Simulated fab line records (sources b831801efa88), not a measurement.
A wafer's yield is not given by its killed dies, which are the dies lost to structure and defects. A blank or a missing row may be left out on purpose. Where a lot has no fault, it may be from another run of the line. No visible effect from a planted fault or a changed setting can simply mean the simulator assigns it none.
A struck lot beside a sound one	flow sky130	23 out of 708 route steps
Sound: wafers L764.2, L764.3, L764.5. Wafers L774.2, L774.5, L774.6 were the ones struck. The cause is given at the end.
Order at every step that has rows: each side's tool, ch and its chambers, its first start. Under that, the readings that differ: sound wafers	struck wafers	difference of the means	sigmas: that difference in standard deviations of wafers without a fault.
alike: a reading whose means differ by less than 2 such deviations, as well as words and numbers matching on both sides. not compared: withheld readings; readings where some wafer has no value; bounds like >300 that might hide an equal value; numbers whose values overlap and for which the record gives no deviation.
Wherever a step has rows on one side only, a row that says differs or no value, or a row with sigmas, the two part there. Numbers that have no deviation but don't overlap get no sigmas and don't part them. A reading missing from all wafers of one side parts the sides only when that side holds two or more wafers.

first, 2 steps without rows for these wafers: SKY_POLY_GATE_CLEAN_19 (cleans in SC1/SC2, time 150 s); SKY_POLY_GATE_OXIDATION_20 (stabilise 600 s, purge 300 s, target thk 4 nm).
SKY_POLY_GATE_THK_MEAS_21:
  sound on film_metro-03 at day 16 15:48; struck on film_metro-02 at day 20 06:09
  alike: POLY_GATE_OXIDATION_THK
SKY_POLY_GATE_CD_MEAS_22:
  sound on cd_sem-02 at day 16 15:53; struck on cd_sem-01 at day 20 06:13
reading	sound	struck	difference	sigmas
cd_nm (nm)	146 148 144	156 156 150	+8	+2
then, 7 steps without rows for these wafers: SKY_LDD_N_DEHYDRATE_00 (time 60 s); SKY_LDD_N_HMDS_01 (prime time 60 s); SKY_LDD_N_COAT_02 (resist thk 300 nm); SKY_LDD_N_SOFTBAKE_03 (time 60 s); SKY_LDD_N_EXPOSE_04 (exposes mask NTM, target cd 840 nm); SKY_LDD_N_PEB_05; SKY_LDD_N_DEVELOP_06 (develop time 60 s).
SKY_LDD_N_OVL_MEAS_07:
  sound on overlay-02 at day 17 21:26; struck on overlay-02 at day 21 13:28
  alike: LDD_N_OVL
SKY_LDD_N_IMPLANT_08:
  sound on implanter-02 ch 0, day 17 21:29; struck on implanter-01 ch 0, day 21 13:32
reading	sound	struck	difference	sigmas
beam_on_s (s)	10.13 10.20 9.78	78.94 79.86 77.14	+68.61	+99 or more
dose_ions_cm2	7.497e+13 7.502e+13 7.485e+13	7.0223e+14 7.0217e+14 7.0219e+14	+6.2725e+14	+99 or more
faraday_current_uA	416 413 430	499 496 512	+83	+10
then, 7 steps without rows for these wafers: SKY_LDD_N_IMPLANT_09; SKY_LDD_N_IMPLANT_10; SKY_LDD_N_IMPLANT_11; SKY_LDD_N_IMPLANT_12; SKY_LDD_N_IMPLANT_13; SKY_LDD_N_IMPLANT_14; SKY_LDD_N_IMPLANT_15.
SKY_LDD_N_STRIP_16: strips in O2/N2.
  sound on plasma_asher-03 ch 1, day 17 22:40; struck on plasma_asher-01 ch 0,1, day 21 14:42
reading	sound	struck	difference	sigmas
strip_time_to_endpoint_s (s)	4.291 4.298 4.318	5.705 5.675 5.681	+1.385	+81
  alike: drypump_motor_current_A, oes_product_au
  not compared: rf_hours_counter_h
SKY_LDD_N_TW_MEAS_17:
  sound on film_metro-01 at day 17 22:46; struck on film_metro-01 at day 21 15:02
reading	sound	struck	difference	sigmas
LDD_N_TW	2580 2593 2589	3007 3002 3004	+417	+28
  not compared: hold
-- the record jumps here: 27 days lie between the struck wafers' starts before and after (it left off in module LDD_N and takes up again in module PAD_OPEN, whose first step shown is number 708 of the route) --
SKY_PAD_OPEN_PROBE_99:
  sound on prober-02 at day 45 23:11; struck on prober-02 at day 48 10:15
reading	sound	struck	difference	sigmas
model.etest.tip_n.rs_ohm_sq	439.7 445.5 446.2	259 257.6 256.2	-186	
model.etest.nfet_01v8.r_on_ohm_um	819.8 836.2 813.6	780.4 757.4 767.3	-54.8	
model.etest.nfet_01v8_lvt.drive_ua_um	578 568.3 590.7	621.5 643.2 645.9	+57.9	
model.etest.nfet_01v8.drive_ua_um	508.5 499.7 513.5	553.7 571.6 565.5	+56.4	
model.etest.nfet_01v8_turned.drive_ua_um	511.5 501.5 516.5	545.8 569.8 563.6	+49.9	
model.etest.sram_nfet_pass.drive_ua_um	473.6 483 503.7	528.1 543.6 541	+50.8	
model.etest.nfet_01v8_swapped.drive_ua_um	506.6 494.5 520.1	534.5 558.4 553.8	+41.8	
model.etest.tip_n.rs_ohm_sq_range	13.64 10.84 7.685	6.198 7.548 7.475	-3.648	
  alike: killed_at_M0_to_M3, killed_at_M4_up, killed_at_contacts, killed_at_front_end, killed_at_other, killed_dies, killed_open, killed_short

## WHERE THEY PART
At SKY_POLY_GATE_CD_MEAS_22 first; at SKY_LDD_N_TW_MEAS_17 last (within this record only). Later steps at which nothing parts them and some readings are alike: SKY_PAD_OPEN_PROBE_99.

WHY: the cause the simulator had injected
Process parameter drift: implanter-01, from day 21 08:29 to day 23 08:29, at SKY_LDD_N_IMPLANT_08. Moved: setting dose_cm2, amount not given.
